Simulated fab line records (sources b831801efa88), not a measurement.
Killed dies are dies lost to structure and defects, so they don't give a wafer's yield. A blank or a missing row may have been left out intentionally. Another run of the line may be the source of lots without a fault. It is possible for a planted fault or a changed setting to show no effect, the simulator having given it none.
A lot that was struck, set against a sound lot | flow sky130 | 15 out of 708 route steps
Sound: the wafers L919.1, L919.3, L919.4. The struck wafers were L912.2, L912.3, L912.5. The cause comes at the end.
Per side, at each step with rows, come the tool, then ch with its chambers, and then its first start. Under that, the readings that differ: sound wafers | struck wafers | difference of the means | sigmas: that difference in standard deviations of wafers without a fault.
alike: a reading whose means differ by less than 2 such deviations, as well as words and numbers matching on both sides. not compared: withheld readings; readings where some wafer has no value; bounds like >300 that might hide an equal value; numbers whose values overlap and for which the record gives no deviation.
A row with sigmas, a row that says differs or no value, or rows on one side alone: a step with any of these is where the two part. Non-overlapping numbers with no deviation appear without sigmas and do not part them. A reading missing from all wafers of one side parts the sides only when that side holds two or more wafers.

first, 5 steps without rows for these wafers: SKY_METAL3_COAT_08 (resist thk 1140 nm); SKY_METAL3_SOFTBAKE_09 (time 90 s); SKY_METAL3_EXPOSE_10 (exposes mask MM3, target cd 300 nm); SKY_METAL3_PEB_11; SKY_METAL3_DEVELOP_12 (develop time 60 s).
SKY_METAL3_CD_MEAS_13: the cd target is 300 nm.
  sound on cd-sem-01, day 43 10:26; struck on cd-sem-01, day 41 06:42
  alike: cd-nm
SKY_METAL3_OVL_MEAS_14:
  sound on overlay-02, day 43 10:33; struck on overlay-01, day 41 06:48
  alike: METAL3_OVL
SKY_METAL3_DESCUM_15: chemistry O2, time 8 s.
  sound on rie-metal-04 ch 0,1, day 43 10:35; struck on rie-metal-04 ch 1, day 41 06:50
  alike: drypump-motor-current-A, oes-product-au
  not compared: rf-hours-counter-h
SKY_METAL3_ETCH_16: etches BARC in N2/H2, stops on SiO2, time 88.2 s, target depth 60 nm.
  sound on rie-metal-04 ch 0,1, day 43 10:37; struck on rie-metal-04 ch 1, day 41 06:52
  alike: drypump-motor-current-A, h2-flow-sccm, oes-product-au, throttle-valve-pct
  not compared: rf-hours-counter-h
SKY_METAL3_ETCH_17: etches SiO2 in C4F8/O2/Ar, stops on TiN, time 3.9 s, target depth 15 nm.
  sound on rie-diel-02 ch 0,1,2, day 43 10:43; struck on rie-diel-02 ch 0,2,3, day 41 06:58
  alike: oes-product-au
  not compared: rf-hours-counter-h
SKY_METAL3_METAL_ETCH_18: etches the open film in Cl2/BCl3, stops on SiO2, target depth 845 nm, time 183.1 s.
  sound on rie-metal-03 ch 0,1, day 43 10:44; struck on rie-metal-02 ch 0, day 41 06:59
  alike: drypump-motor-current-A, oes-product-au, throttle-valve-pct
  not compared: rf-hours-counter-h
SKY_METAL3_STRIP_19: strips in O2/N2.
  sound on plasma-asher-02 ch 0,1, day 43 10:55; struck on plasma-asher-03 ch 0, day 41 07:10
  reading                     | sound       | struck      | difference | sigmas
  drypump-motor-current-A (A) | 4.8 5.1 4.8 | 6.5 6.5 6.5 | +1.6       | +2
  alike: chamber-pressure-mTorr, oes-product-au, strip-time-to-endpoint-s
  not compared: rf-hours-counter-h
SKY_METAL3_STRIP_20: strips in post etch residue remover, time 1200 s.
  sound on wet-bench-04 ch 0, day 43 11:01; struck on wet-bench-04 ch 1, day 41 07:16
  no value came back on the struck wafers for bath-guard-temp-C (C), bath-heat-duty-pct (%); on the sound wafers bath-guard-temp-C (C) reads 71.3 71.4 71.4
then, 1 step without rows for these wafers: SKY_METAL3_CLEAN_21 (cleans in IPA, time 180 s).
-- the record jumps here: 7 days lie between the struck wafers' starts before and after (it left off in module METAL3 and takes up again in module PAD_OPEN, whose first step shown is number 708 of the route) --
SKY_PAD_OPEN_PROBE_99:
  sound on prober-01, day 49 18:35; struck on prober-02, day 48 01:44
  reading                               | sound                | struck              | difference | sigmas
  sort_bin_3_pad_short (%)              | 0.8 1.4 1.8          | 0.4 0 0.8           | -0.9       | -2
  model.etest.met3-comb.leak-log10-a-um | -11.98 -12.14 -11.77 | -11.7 -11.64 -11.49 | +0.4       |
  alike: defect-limited-yield, killed_at_M0_to_M3, killed_at_M4_up, killed-at-contacts, killed-at-front-end, killed-at-other, killed-dies, killed-open, killed-short, sort_bin_5_function, sort_bin_6_memory, sort-n-pass, sort-yield-pct

## WHERE THEY PART
Last at SKY_PAD_OPEN_PROBE_99 as far as this record goes, first at SKY_METAL3_STRIP_19.

WHY: whatever the simulator had introduced
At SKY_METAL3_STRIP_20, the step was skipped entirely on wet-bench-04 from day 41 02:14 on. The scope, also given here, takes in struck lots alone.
